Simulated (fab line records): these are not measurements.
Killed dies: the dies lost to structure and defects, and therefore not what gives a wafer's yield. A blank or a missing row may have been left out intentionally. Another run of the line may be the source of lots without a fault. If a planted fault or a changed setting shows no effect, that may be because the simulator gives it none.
Which tool is to blame? | flow gf180mcu | 15 lots, 43 wafers sampled, at 2 steps of a route of 602

WHAT THE GAUGES READ, wafer by wafer
GF_POLY_GATE_THK_MEAS_17. Usual: POLY_GATE_OXIDATION_THK gives 3.98 nm (standard deviation 0.072).
lot  | measured     | on           | POLY_GATE_OXIDATION_THK (nm) | flag
L401 | day 9 13:25  | filmMetro-04 | 4.13 4.19 4.09               | 
L402 | day 9 20:54  | filmMetro-02 | 3.90 3.98 3.91               | 
L403 | day 10 04:33 | filmMetro-04 | 3.92 3.86 4.00               | 
L404 | day 10 10:37 | filmMetro-01 | 3.97 3.96 3.98               | 
L409 | day 12 03:23 | filmMetro-01 | 3.93 3.97                    | 
L410 | day 12 12:21 | filmMetro-02 | 4.00 4.00                    | 
L411 | day 12 16:58 | filmMetro-01 | 4.01 4.14 4.03               | 
L412 | day 12 23:46 | filmMetro-04 | 3.97 4.04 4.01               | 
L413 | day 13 04:39 | filmMetro-02 | 4.00 4.09 4.05               | 
L415 | day 13 18:44 | filmMetro-02 | 3.95 3.93 3.98               | 
L417 | day 14 08:13 | filmMetro-04 | 3.85 3.87 3.85               | 
L419 | day 14 22:10 | filmMetro-04 | 4.00 4.02 4.04               | 
L420 | day 15 05:03 | filmMetro-02 | 3.99 4.04 4.02               | 
L422 | day 15 19:26 | filmMetro-01 | 4.03 4.00 4.03               | 
L423 | day 16 05:38 | filmMetro-04 | 3.97 3.86 3.90               | 

GF_HV_LDD_THK_MEAS_57. Usual: HV_LDD_CVD_56_THK gives 90.0 nm (standard deviation 0.88).
lot  | measured     | on           | HV_LDD_CVD_56_THK (nm) | flag
L401 | day 12 20:26 | filmMetro-04 | 89.4 89.5 88.8         | 
L402 | day 13 03:09 | filmMetro-01 | 90.3 89.9 90.1         | 
L403 | day 13 12:19 | filmMetro-03 | 90.2 90.2 89.9         | 
L404 | day 13 19:23 | filmMetro-04 | 89.7 89.9 90.2         | 
L409 | day 15 16:32 | filmMetro-01 | 91.2 90.5              | 
L410 | day 16 03:01 | filmMetro-03 | 90.7 91.0              | 
L411 | day 16 08:20 | filmMetro-04 | 90.2 91.1 90.5         | 
L412 | day 16 15:54 | filmMetro-03 | 89.9 89.9 90.0         | 
L413 | day 16 23:43 | filmMetro-03 | 89.5 88.7 89.4         | 
L415 | day 17 14:05 | filmMetro-04 | 91.8 92.1 91.6         | 
L417 | day 18 05:21 | filmMetro-04 | 89.6 89.0 89.6         | 
L419 | day 18 20:59 | filmMetro-01 | 88.3 88.2 88.8         | 
L420 | day 19 04:42 | filmMetro-03 | 91.0 91.0 91.0         | 
L422 | day 19 21:00 | filmMetro-04 | 90.8 91.0 90.9         | 
L423 | day 20 08:06 | filmMetro-04 | 90.7 90.7 90.4         | 

EACH LOT AND THE TOOL THAT RAN IT (in order: tool; ch and the chambers of the sampled wafers; start)
The record shows no process step preceding these readings.

WHAT THE TOOLS THEMSELVES READ (means of the sampled wafers that have a number; where no wafer has one, the mark that the record gives instead)
The record holds no such reading with a usual standard deviation.

THE ANSWER, worked out from the rows above alone
Rule: a lot counts as off when the mean over its wafers that have a number is more than 3 standard deviations away from the usual mean. Also off: a lot with no number at a reading for which 4 or more lots have one. The other lots that the step has rows for count as sound. The gauges are gone through in route order, then the tools' own readings, and for those a lot's mean is taken as printed above. At the first step where some lot is off, the reading lying furthest off is the one used; lots without a number count as furthest.
None of the lots is off at any reading shown; this tells nothing.

WHAT THE SIMULATOR HAD INSERTED
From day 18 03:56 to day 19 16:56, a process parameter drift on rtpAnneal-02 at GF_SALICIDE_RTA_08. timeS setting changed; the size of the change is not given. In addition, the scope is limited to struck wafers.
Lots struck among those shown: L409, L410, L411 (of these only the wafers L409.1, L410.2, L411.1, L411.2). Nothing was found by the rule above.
